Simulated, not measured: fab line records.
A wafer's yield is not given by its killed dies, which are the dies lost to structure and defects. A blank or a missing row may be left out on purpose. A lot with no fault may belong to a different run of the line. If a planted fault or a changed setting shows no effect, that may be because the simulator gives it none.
fab line records -- flow sky130
record: lots: 14, wafers: 42, last_day: 49
route steps=708 shown LDD_HVN@276 PAD_OPEN@708
lots that met no fault: from a run of the same line without faults
start_h: the number of hours between the record's first day and the start of the first shown wafer of the lot -- wait_h: hours since the lot's step before -- " repeats the value in the row above -- L1.1+2: a row that stands for several wafers -- - no value, or no start given -- * or withheld: withheld -- < > ~ a bound
route shown NAME@n: names a module that has steps shown in the file, with the first one's number in the route -- usual: mean/standard deviation taken from wafers without a fault -- same: alike in all rows -- chamber/n: place in a boat -- sites: readings site by site -- _std_site: the standard deviation of these -- _edge_site: inner sites' mean taken away from outer sites' mean -- radius_mm: for every site, how far away it sits from the centre of the wafer -- mask NAME#n: copy n -- behind: the most recent tool/chamber to have shaped the wafer -- hold: why the lot went on hold/how many hours it stayed there/how the hold came to an end -- device: the n, p or np transistor that did not switch -- end of line: the same wafers' tests at the end of the route -- for a step that has no rows: nothing shown but its recipe -- killed: not the wafer's yield, but the dies lost to structure and defects at the first sort -- map: shows each die of a wafer: x if killed, . if not, _ if none is there
set.NAME: the setting as run; set.NAME@STEP: as run at that earlier step -- model.NAME: the simulator's own value behind a step, which no gauge read
a sample of lots followed through the steps of the route, with each step as a table and each wafer as a row
services: the hour from which a tool's chamber was out of use, counted from the record's first day as start_h (under 0 if before that day), plus the number of hours and why
== steps ==
step: SKY_LDD_HVN_STRIP_09
recipe: chemistry: O2/N2, power_w: 1400, pressure_mtorr: 1500, platen_temp_c: withheld, o2_flow_sccm: 3000, n2_flow_sccm: 300, overash_fraction: 0.5
usual: drypump_motor_current_A: 5.8/0.51, o2_flow_sccm: 3000/9.4, oes_product_au: 0.408/0.0045, strip_time_to_endpoint_s: 4.130/0.013
lot.wafer,tool,chamber,start_h,wait_h,drypump_motor_current_A,o2_flow_sccm,oes_product_au,rf_hours_counter_h,strip_time_to_endpoint_s
L782.4,plasma_asher-04,0,447.65,0.1,6.1,2993,0.406,-,4.109
L782.5,plasma_asher-04,0,447.65,0.1,6.1,2995,0.401,-,4.142
L782.6,plasma_asher-04,1,447.65,0.1,5.4,2977,0.401,-,4.128
L784.3,plasma_asher-04,1,473.49,0.1,5.4,2996,0.409,-,4.128
L784.5,plasma_asher-04,0,473.49,0.1,6.1,2998,0.400,-,4.113
L784.6,plasma_asher-04,1,473.49,0.1,5.4,2985,0.411,-,4.128
L785.3,plasma_asher-03,1,482.30,0.1,6.7,3000,0.402,-,4.116
L785.4,plasma_asher-03,0,482.30,0.1,6.7,2998,0.412,-,4.128
L785.6,plasma_asher-03,0,482.30,0.1,6.7,2995,0.404,-,4.154
L786.2,plasma_asher-04,1,492.96,0.1,5.4,2997,0.406,80,4.148
L786.4,plasma_asher-04,0,492.96,0.1,6.1,3033,0.410,-,4.143
L786.6,plasma_asher-04,0,492.96,0.1,6.1,3016,0.416,-,4.145
L787.1,plasma_asher-04,1,499.32,0.1,5.4,3000,0.408,80,4.164
L787.5,plasma_asher-04,1,499.32,0.1,5.4,2990,0.407,-,4.156
L787.6,plasma_asher-04,0,499.32,0.1,6.1,2981,0.407,-,4.151
L788.1,plasma_asher-04,1,514.57,0.1,5.4,2990,0.404,82,4.119
L788.4,plasma_asher-04,1,514.57,0.1,5.4,3002,0.413,-,4.140
L788.6,plasma_asher-04,1,514.57,0.1,5.5,3018,0.407,-,4.141
L789.4,plasma_asher-02,0,519.93,0.1,5.2,3011,0.404,-,4.148
L789.5,plasma_asher-02,0,519.93,0.1,5.2,3002,0.409,-,4.121
L789.6,plasma_asher-02,1,519.93,0.1,6.0,2995,0.410,-,4.133
L791.2,plasma_asher-04,1,569.42,0.1,5.4,3001,0.411,88,4.137
L791.4,plasma_asher-04,1,569.42,0.1,5.4,3004,0.405,-,4.146
L791.6,plasma_asher-04,0,569.42,0.1,6.1,2990,0.414,-,4.124
L793.1,plasma_asher-02,1,576.99,0.1,6.0,2988,0.409,14,4.129
L793.4,plasma_asher-02,0,576.99,0.1,5.2,2994,0.404,-,4.085
L793.5,plasma_asher-02,0,576.99,0.1,5.2,2996,0.404,-,4.124
L794.1,plasma_asher-02,0,578.06,0.1,5.2,3007,0.410,14,4.129
L794.4,plasma_asher-02,0,578.06,0.1,5.1,3012,0.404,-,4.148
L794.5,plasma_asher-02,0,578.06,0.1,5.1,3003,0.407,-,4.154
L798.1,plasma_asher-02,1,610.49,0.1,6.0,3002,0.403,18,4.132
L798.2,plasma_asher-02,0,610.49,0.1,5.2,3013,0.411,18,4.126
L798.4,plasma_asher-02,1,610.49,0.1,6.0,2998,0.409,-,4.122
L800.2,plasma_asher-02,0,626.94,0.1,5.1,3008,0.404,19,4.118
L800.4,plasma_asher-02,0,626.94,0.1,5.1,2996,0.409,-,4.114
L800.5,plasma_asher-02,0,626.94,0.1,5.2,2997,0.402,-,4.110
L801.3,plasma_asher-03,1,627.28,0.1,6.7,2999,0.402,-,4.120
L801.4,plasma_asher-03,0,627.28,0.1,6.7,3019,0.412,-,4.112
L801.6,plasma_asher-03,0,627.28,0.1,6.7,3015,0.408,-,4.121
L802.1,plasma_asher-02,1,637.81,0.1,6.0,3001,0.406,20,4.132
L802.2,plasma_asher-02,0,637.81,0.1,5.2,2999,0.405,20,4.130
L802.3,plasma_asher-02,0,637.81,0.1,5.2,3002,0.406,-,4.137
step: SKY_PAD_OPEN_PROBE_99
usual: killed_at_M0_to_M3: 44/7.2, killed_at_M4_up: 3.1/1.8, killed_at_contacts: 24/4.5, killed_at_front_end: 16/4.4, killed_at_other: 0.2/0.42, killed_dies: 87/8.9, killed_open: 48/6.4, killed_short: 39/6.2
same: gross_dies: 492, killed_at_back_side: 0
lot.wafer,tool,chamber,start_h,wait_h,killed_at_M0_to_M3,killed_at_M4_up,killed_at_contacts,killed_at_front_end,killed_at_other,killed_dies,killed_open,killed_short
L800.2,prober-01,-,1172.37,0.1,32,4,28,92,0,156,39,38
L800.4,prober-01,-,1172.47,0.2,39,6,22,88,1,156,46,37
L800.5,prober-01,-,1172.52,0.2,30,4,24,82,0,140,40,30
L802.1,prober-01,-,1177.34,0.1,41,3,22,22,1,89,56,33
L802.2,prober-01,-,1177.39,0.1,36,3,31,91,0,161,47,43
L802.3,prober-01,-,1177.44,0.2,35,2,30,86,0,153,48,37
killed by level:class
L800.2 LDD_HVN:unspecified=79 VIA1:geometric_particle:open=14 LOCAL_INTERCONNECT:geometric_particle:short=8 CONTACT:geometric_particle:open=8 CONTACT:geometric_particle:short=5 VIA3:geometric_particle:open=5 LI_CONTACT:geometric_particle:open=4 METAL4:geometric_particle:short=4
L800.4 LDD_HVN:unspecified=73 VIA1:geometric_particle:open=11 CONTACT:geometric_particle:open=10 VIA3:geometric_particle:open=6 POLY_GATE:geometric_particle:open=5 LI_CONTACT:geometric_particle:open=5 METAL1:geometric_particle:short=4 VIA1:geometric_particle:short=4
L800.5 LDD_HVN:unspecified=70 CONTACT:geometric_particle:open=13 VIA2:geometric_particle:open=7 VIA3:geometric_particle:open=6 POLY_GATE:geometric_particle:short=4 LI_CONTACT:geometric_particle:short=4 VIA1:geometric_particle:open=4 LI_CONTACT:geometric_particle:open=3
L802.1 VIA1:geometric_particle:open=10 CONTACT:geometric_particle:open=10 VIA2:geometric_particle:open=7 FIELD_ISO:geometric_particle:open=6 VIA3:geometric_particle:open=6 POLY_GATE:geometric_particle:open=5 POLY_GATE:geometric_particle:short=4 LI_CONTACT:geometric_particle:open=4
L802.2 LDD_HVN:unspecified=71 CONTACT:geometric_particle:open=10 VIA1:geometric_particle:open=8 LI_CONTACT:geometric_particle:short=7 FIELD_ISO:geometric_particle:open=6 POLY_GATE:geometric_particle:open=6 POLY_GATE:geometric_particle:short=6 LI_CONTACT:geometric_particle:open=6
L802.3 LDD_HVN:unspecified=68 CONTACT:geometric_particle:open=12 VIA1:geometric_particle:open=9 LI_CONTACT:geometric_particle:open=7 CONTACT:geometric_particle:short=7 METAL1:geometric_particle:short=7 FIELD_ISO:geometric_particle:open=6 FIELD_ISO:geometric_particle:short=5
== services ==
tool,chamber,start_h,hours,kind
plasma_asher-02,0,430.25,-,clean
plasma_asher-02,1,430.25,-,clean
plasma_asher-04,-,431.31,3.4,repair
plasma_asher-03,-,595.22,1.7,repair
plasma_asher-04,-,601.69,2.1,repair
plasma_asher-04,-,637.37,14.6,pm
== key ==
first_sign: step: SKY_PAD_OPEN_PROBE_99, reading: killed_at_front_end, direction: up, sigmas: 16, usual: 16, struck: 88
effect: step: SKY_PAD_OPEN_PROBE_99, reading: killed_dies, direction: up, sigmas: 7.4, usual: 87, struck: 153
met_at SKY_LDD_HVN_STRIP_09
struck_lots L800,L802
struck_wafers L800.2,L800.4,L800.5,L802.2,L802.3
tester_left_out L800,L802
onset_between 610.49 626.94
fault: kind: chamber_particle_source, tool: plasma_asher-02, chamber: 0, onset_h: 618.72, steps: SKY_LDD_HVN_STRIP_09, rate_per_visit_cm2: 2.2441, end_h: 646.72
tester_left_out: of these lots the tester's yield and bins aren't shown, on N5 and GAA mostly nor the transistor test; their killed dies are dies lost to structure and defects alone, not to doping, threshold or leakage, so they don't give the yield
